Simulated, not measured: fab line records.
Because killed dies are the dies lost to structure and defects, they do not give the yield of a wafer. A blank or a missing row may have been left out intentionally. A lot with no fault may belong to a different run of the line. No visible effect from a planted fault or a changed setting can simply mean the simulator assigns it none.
What tool caused it? + flow sky130 + 11 lots, 33 wafers sampled, at 5 steps of a route of 708

## WHAT THE GAUGES SHOWED, per wafer
SKY_SONOS_TUNNEL_CD_MEAS_07: the cd target is 410 nm. Usual: cd-nm 409.9 nm, standard deviation 2.2.
| lot  | measured     | on        | cd-nm (nm)        | flag |
|------|--------------|-----------|-------------------|------|
| L794 | day 11 01:01 | cd-sem-02 | 409.5 411.6 409.0 |      |
| L799 | day 14 03:07 | cd-sem-01 | 410.3 412.3 411.7 |      |
| L800 | day 14 03:24 | cd-sem-02 | 408.0 407.2 406.3 |      |
| L801 | day 14 06:05 | cd-sem-01 | 414.5 412.1 413.9 |      |
| L805 | day 16 15:04 | cd-sem-01 | 409.2 408.0 410.6 |      |
| L808 | day 17 02:05 | cd-sem-01 | 413.7 413.7 410.7 |      |
| L810 | day 17 07:34 | cd-sem-01 | 410.3 411.9 409.4 |      |
| L809 | day 17 08:59 | cd-sem-01 | 408.9 407.3 407.7 |      |
| L811 | day 17 21:47 | cd-sem-01 | 409.9 407.9 410.6 |      |
| L812 | day 17 22:05 | cd-sem-02 | 407.8 406.8 407.6 |      |
| L816 | day 18 15:11 | cd-sem-01 | 412.5 413.7 412.5 |      |

SKY_SONOS_ONO_OVL_MEAS_14. Usual: SONOS_ONO_OVL typically reads 0.5 nm, with standard deviation 1.5.
| lot  | measured     | on         | SONOS_ONO_OVL (nm) | flag |
|------|--------------|------------|--------------------|------|
| L794 | day 12 20:13 | overlay-02 | 0.8 0.4 -0.3       |      |
| L799 | day 15 13:21 | overlay-01 | 1.2 3.3 0.9        |      |
| L800 | day 15 13:40 | overlay-01 | 0.4 0.6 1.3        |      |
| L801 | day 15 14:33 | overlay-01 | 1.0 0.7 2.5        |      |
| L805 | day 18 01:47 | overlay-01 | 1.6 2.4 3.0        |      |
| L808 | day 18 13:56 | overlay-02 | -0.3 -0.4 -0.5     |      |
| L810 | day 18 19:47 | overlay-01 | -4.1 0.1 -1.6      |      |
| L809 | day 18 20:04 | overlay-02 | -2.0 -1.2 -0.7     |      |
| L811 | day 19 11:01 | overlay-01 | -0.6 -0.5 -0.3     |      |
| L812 | day 19 10:46 | overlay-02 | 3.0 0.7 0.3        |      |
| L816 | day 20 03:05 | overlay-02 | 3.3 2.0 0.8        |      |

SKY_POLY_GATE_THK_MEAS_21. Usual: POLY_GATE_OXIDATION_THK typically reads 3.98 nm, with standard deviation 0.083.
| lot  | measured     | on            | POLY_GATE_OXIDATION_THK (nm) | flag |
|------|--------------|---------------|------------------------------|------|
| L794 | day 16 23:59 | film-metro-03 | 3.98 3.91 4.06               |      |
| L799 | day 19 15:10 | film-metro-03 | 5.10 5.04 5.03               | OFF  |
| L800 | day 19 20:40 | film-metro-03 | 5.08 5.11 5.16               | OFF  |
| L801 | day 19 20:38 | film-metro-02 | 5.11 5.03 5.01               | OFF  |
| L805 | day 22 09:20 | film-metro-01 | 4.00 3.98 3.87               |      |
| L808 | day 22 20:11 | film-metro-02 | 3.97 3.98 3.84               |      |
| L810 | day 23 01:18 | film-metro-01 | 4.04 3.94 3.99               |      |
| L809 | day 23 03:52 | film-metro-02 | 4.01 4.09 4.02               |      |
| L811 | day 23 17:13 | film-metro-02 | 4.10 4.05 4.06               |      |
| L812 | day 23 15:09 | film-metro-02 | 4.00 3.83 3.97               |      |
| L816 | day 24 07:41 | film-metro-02 | 4.00 4.02 3.94               |      |

## TOOL THAT RAN EACH LOT (tool first, then ch and the chambers of the sampled wafers, then the start)
| lot  | SKY_SONOS_ONO_STRIP_17               | SKY_POLY_GATE_OXIDATION_20    |
|------|--------------------------------------|-------------------------------|
| L794 | plasma-asher-01 ch 0,1, day 12 20:22 | furnace-01 ch 0, day 16 22:44 |
| L799 | plasma-asher-02 ch 0,1, day 15 13:30 | furnace-01 ch 0, day 19 13:55 |
| L800 | plasma-asher-01 ch 0,1, day 15 13:50 | furnace-01 ch 0, day 19 19:23 |
| L801 | plasma-asher-01 ch 0,1, day 15 14:42 | furnace-01 ch 0, day 19 19:23 |
| L805 | plasma-asher-04 ch 0,1, day 18 01:56 | furnace-02 ch 0, day 22 08:04 |
| L808 | plasma-asher-04 ch 0,1, day 18 14:04 | furnace-01 ch 0, day 22 18:56 |
| L810 | plasma-asher-04 ch 0,1, day 18 19:57 | furnace-01 ch 0, day 22 23:58 |
| L809 | plasma-asher-01 ch 0,1, day 18 20:13 | furnace-01 ch 0, day 23 02:37 |
| L811 | plasma-asher-01 ch 0,1, day 19 11:10 | furnace-01 ch 0, day 23 15:58 |
| L812 | plasma-asher-02 ch 0,1, day 19 10:54 | furnace-02 ch 0, day 23 13:43 |
| L816 | plasma-asher-02 ch 0,1, day 20 03:14 | furnace-01 ch 0, day 24 06:25 |
- SKY_SONOS_ONO_STRIP_17: strips in O2/N2.
- SKY_POLY_GATE_OXIDATION_20: stabilise 600 s, purge 300 s, target thk 4 nm.

## WHAT THE TOOLS THEMSELVES READ (means of the sampled wafers that have a number; where no wafer has one, the mark that the record gives instead)
SKY_SONOS_ONO_STRIP_17. Usual: drypump-motor-current-A 5.5 A, standard deviation 0.4; oes-product-au 0.710 a.u., standard deviation 0.0043; strip-time-to-endpoint-s 14.13 s, standard deviation 0.044.
| lot  | tool            | drypump-motor-current-A (A) | oes-product-au (a.u.) | strip-time-to-endpoint-s (s) | flag |
|------|-----------------|-----------------------------|-----------------------|------------------------------|------|
| L794 | plasma-asher-01 | 5.2                         | 0.710                 | 14.08                        |      |
| L799 | plasma-asher-02 | 5.5                         | 0.712                 | 14.10                        |      |
| L800 | plasma-asher-01 | 5.2                         | 0.713                 | 14.10                        |      |
| L801 | plasma-asher-01 | 5.4                         | 0.713                 | 14.14                        |      |
| L805 | plasma-asher-04 | 5.6                         | 0.710                 | 14.10                        |      |
| L808 | plasma-asher-04 | 5.6                         | 0.710                 | 14.09                        |      |
| L810 | plasma-asher-04 | 5.4                         | 0.706                 | 14.13                        |      |
| L809 | plasma-asher-01 | 5.2                         | 0.715                 | 14.14                        |      |
| L811 | plasma-asher-01 | 5.2                         | 0.707                 | 14.20                        |      |
| L812 | plasma-asher-02 | 5.8                         | 0.714                 | 14.12                        |      |
| L816 | plasma-asher-02 | 5.8                         | 0.709                 | 14.09                        |      |

SKY_POLY_GATE_OXIDATION_20. Usual: spike-tc-bottom-C 871 C, standard deviation 3.9; spike-tc-centre-C 849.8 C, standard deviation 1.1; spike-tc-lower-C 849.8 C, standard deviation 1.1; spike-tc-top-C 863.6 C, standard deviation 1.1; spike-tc-upper-C 848.6 C, standard deviation 1.1; tube-center-temp-C 850 C, standard deviation 0.076; tube_center_temp_C_max 852.2, standard deviation 0.33; zone-power-top-pct 31.2 %, standard deviation 0.33; zone-power-upper-pct 16.63 %, standard deviation 0.17.
| lot  | tool       | spike-tc-bottom-C (C) | spike-tc-centre-C (C) | spike-tc-lower-C (C) | spike-tc-top-C (C) | spike-tc-upper-C (C) | tube-center-temp-C (C) | tube_center_temp_C_max | zone-power-top-pct (%) | zone-power-upper-pct (%) | flag |
|------|------------|-----------------------|-----------------------|----------------------|--------------------|----------------------|------------------------|------------------------|------------------------|--------------------------|------|
| L794 | furnace-01 | 873                   | 850.1                 | 850.0                | 862.7              | 849.1                | 850                    | 852.3                  | 31.1                   | 16.51                    |      |
| L799 | furnace-01 | 893                   | 869.1                 | 868.3                | 882.5              | 867.5                | 869                    | 871.8                  | 32.5                   | 17.33                    | OFF  |
| L800 | furnace-01 | 892                   | 868.6                 | 867.6                | 883.1              | 869.0                | 869                    | 871.8                  | 32.2                   | 17.54                    | OFF  |
| L801 | furnace-01 | 893                   | 869.2                 | 868.8                | 882.5              | 868.6                | 869                    | 871.9                  | 32.5                   | 17.34                    | OFF  |
| L805 | furnace-02 | 866                   | 850.4                 | 850.6                | 862.6              | 848.3                | 850                    | 852.0                  | 31.2                   | 16.69                    |      |
| L808 | furnace-01 | 874                   | 850.5                 | 848.6                | 863.9              | 848.1                | 850                    | 852.3                  | 31.4                   | 16.74                    |      |
| L810 | furnace-01 | 874                   | 850.7                 | 849.8                | 864.1              | 849.3                | 850                    | 852.2                  | 31.5                   | 16.56                    |      |
| L809 | furnace-01 | 874                   | 849.6                 | 849.9                | 864.9              | 849.1                | 850                    | 852.1                  | 31.3                   | 16.58                    |      |
| L811 | furnace-01 | 874                   | 849.5                 | 849.1                | 864.3              | 849.4                | 850                    | 852.0                  | 31.5                   | 16.61                    |      |
| L812 | furnace-02 | 866                   | 850.7                 | 850.7                | 863.1              | 849.2                | 850                    | 852.2                  | 31.3                   | 16.69                    |      |
| L816 | furnace-01 | 875                   | 850.5                 | 848.6                | 864.2              | 848.4                | 850                    | 852.0                  | 31.2                   | 16.59                    |      |

## THE ANSWER, worked out from the rows above alone
Rule: lot off if the mean of its wafers having a number is beyond 3 standard deviations from the usual mean. A lot without any number at a reading at which 4 lots or more have one is off too. All remaining lots with rows at the step are treated as sound. After the gauges, taken in route order, come the tools' own readings; for these a lot's mean is taken, as printed above. At the first step where some lot is off, the reading lying furthest off is the one used; lots without a number count as furthest.
Off: at SKY_POLY_GATE_THK_MEAS_21 (POLY_GATE_OXIDATION_THK), L799, L800, L801.
A tool fits if, at a process step before that reading, it ran every lot that is off, and no sound lot after the first of them. The gauges at SKY_POLY_GATE_THK_MEAS_21 aren't tried: what is off there is off at SKY_POLY_GATE_OXIDATION_20 too, on other tools, and a gauge's error can't cause that. None of those tried fits.

## WHAT THE SIMULATOR HAD PUT IN
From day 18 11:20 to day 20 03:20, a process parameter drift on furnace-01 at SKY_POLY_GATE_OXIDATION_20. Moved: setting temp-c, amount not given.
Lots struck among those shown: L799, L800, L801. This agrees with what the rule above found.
